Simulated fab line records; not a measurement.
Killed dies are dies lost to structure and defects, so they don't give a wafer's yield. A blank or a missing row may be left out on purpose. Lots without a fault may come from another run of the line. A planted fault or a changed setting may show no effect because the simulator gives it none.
A struck lot beside a sound one | flow sky130 | 17 steps out of a route of 708
Sound: the wafers L513.3, L513.4, L513.6. Wafers struck: L512.3, L512.4, L512.6. At the end, the cause is stated.
Order at every step that has rows: each side's tool, ch and its chambers, its first start. Under that, the readings that differ: sound wafers | struck wafers | difference of the means | sigmas: that difference in standard deviations of wafers without a fault.
alike: readings with means less than 2 such deviations apart, plus words and numbers identical on both sides. not compared: withheld readings, readings lacking a value on some wafer, bounds such as >300 that could conceal the same value, and numbers that have no deviation in the record and whose values overlap.
The two part at a step that has a row with sigmas, a row that says differs or no value, or rows on one side only. Numbers that have no deviation but don't overlap get no sigmas and don't part them. A reading that every wafer of one side lacks parts them only if that side has two wafers or more.

SKY_METAL1_THK_MEAS_06: measures by xrf.
  sound on filmMetro-01 at day 36 22:30; struck on filmMetro-02 at day 36 22:22
  alike: METAL1_ALCU_THK
then, 8 steps without rows for these wafers: SKY_METAL1_DEHYDRATE_07 (time 60 s); SKY_METAL1_HMDS_08 (prime time 60 s); SKY_METAL1_COAT_09 (resist thk 60 nm); SKY_METAL1_COAT_10 (resist thk 450 nm); SKY_METAL1_SOFTBAKE_11 (time 90 s); SKY_METAL1_EXPOSE_12 (exposes mask MM1, target cd 140 nm); SKY_METAL1_PEB_13; SKY_METAL1_DEVELOP_14 (develop time 60 s).
SKY_METAL1_CD_MEAS_15: target cd 140 nm.
  sound on cdSem-01 at day 37 23:52; struck on cdSem-02 at day 37 23:52
  alike: cdNm
SKY_METAL1_OVL_MEAS_16:
  sound on overlay-01 at day 37 23:58; struck on overlay-02 at day 37 23:58
  alike: METAL1_OVL
SKY_METAL1_DESCUM_17: chemistry O2, time 8 s.
  sound on rieMetal-03 ch 0,1, day 38 00:00; struck on rieMetal-02 ch 0,1, day 37 23:59
  alike: drypumpMotorCurrentA, oesProductAu, rfFwdPowerW, tempC
  not compared: rfHoursCounterH
SKY_METAL1_ETCH_18: etches BARC in N2/H2, stops on SiO2, time 45.9 s, target depth 60 nm.
  sound on rieMetal-03 ch 0,1, day 38 00:02; struck on rieMetal-02 ch 0,1, day 38 00:02
  no value came back on the struck wafers for any of 6 readings (biasW (W), chamberPressureMTorr (mTorr) and others); on the sound wafers biasW (W) reads 100.10 100.28 99.75
reading                                      | sound             | struck            | difference | sigmas
model.KrF-thick_of_METAL1_COAT_10.thkNm (nm) | 390.4 391.5 390.7 | 436.5 437.3 436.2 | +45.8      | 
  not compared: rfHoursCounterH
SKY_METAL1_METAL_ETCH_19: etches the open film in Cl2/BCl3, stops on SiO2, target depth 360 nm, time 78 s.
  sound on rieMetal-03 ch 0,1, day 38 00:07; struck on rieMetal-02 ch 0,1, day 38 00:06
reading                                      | sound             | struck            | difference | sigmas
oesProductAu (a.u.)                          | 0.855 0.862 0.862 | 0.369 0.376 0.380 | -0.485     | -91
model.KrF-thick_of_METAL1_COAT_10.thkNm (nm) | 158.8 155.3 155.9 | 202 208.9 209.2   | +50        | 
  alike: bcl3FlowSccm, biasW, drypumpMotorCurrentA, rfFwdPowerW, throttleValvePct
  not compared: rfHoursCounterH
SKY_METAL1_STRIP_20: strips in O2/N2.
  sound on plasmaAsher-01 ch 0,1, day 38 00:13; struck on plasmaAsher-04 ch 0,1, day 38 00:12
reading                  | sound             | struck            | difference | sigmas
oesProductAu (a.u.)      | 0.340 0.341 0.344 | 0.362 0.367 0.365 | +0.023     | +4
stripTimeToEndpointS (s) | 2.72 2.67 2.67    | 3.16 3.24 3.24    | +0.53      | +8
  alike: drypumpMotorCurrentA
  not compared: rfHoursCounterH
then, 1 step without rows for these wafers: SKY_METAL1_STRIP_21 (strips in post etch residue remover, time 1200 s).
-- the record jumps here: 12 days lie between the struck wafers' starts before and after (it left off in module METAL1 and takes up again in module PAD_OPEN, whose first step shown is number 708 of the route) --
SKY_PAD_OPEN_PROBE_99:
  sound on prober-01 at day 49 16:32; struck on prober-02 at day 49 16:11
reading                 | sound          | struck         | difference | sigmas
defectLimitedYield (%)  | 77.0 79.1 82.7 | 0 0 0          | -80        | -44
killed_at_M0_to_M3      | 54 50 42       | 449 452 442    | +399       | +60
killedDies              | 113 103 85     | 492 492 492    | +392       | +44
killedOnRim             | 24 18 17       | 96 96 96       | +76        | +19
sort_bin_5_function (%) | 13.6 12.0 9.1  | 91.9 94.3 92.1 | +81.2      | +54
sortNPass               | 379 389 407    | 0 0 0          | -392       | -44
sortYieldPct (%)        | 77.0 79.1 82.7 | 0 0 0          | -80        | -44
  alike: killed_at_M4_up, killedAtContacts, killedAtFrontEnd, killedAtOther, killedOpen, killedShort, sort_bin_3_pad_short, sort_bin_6_memory

WHERE THEY PART
At SKY_METAL1_ETCH_18 first; at SKY_PAD_OPEN_PROBE_99 last (within this record only).

WHY: the cause the simulator had injected
Entire step skipped (rieMetal-02, SKY_METAL1_ETCH_18), from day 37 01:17 onward. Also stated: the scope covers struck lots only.
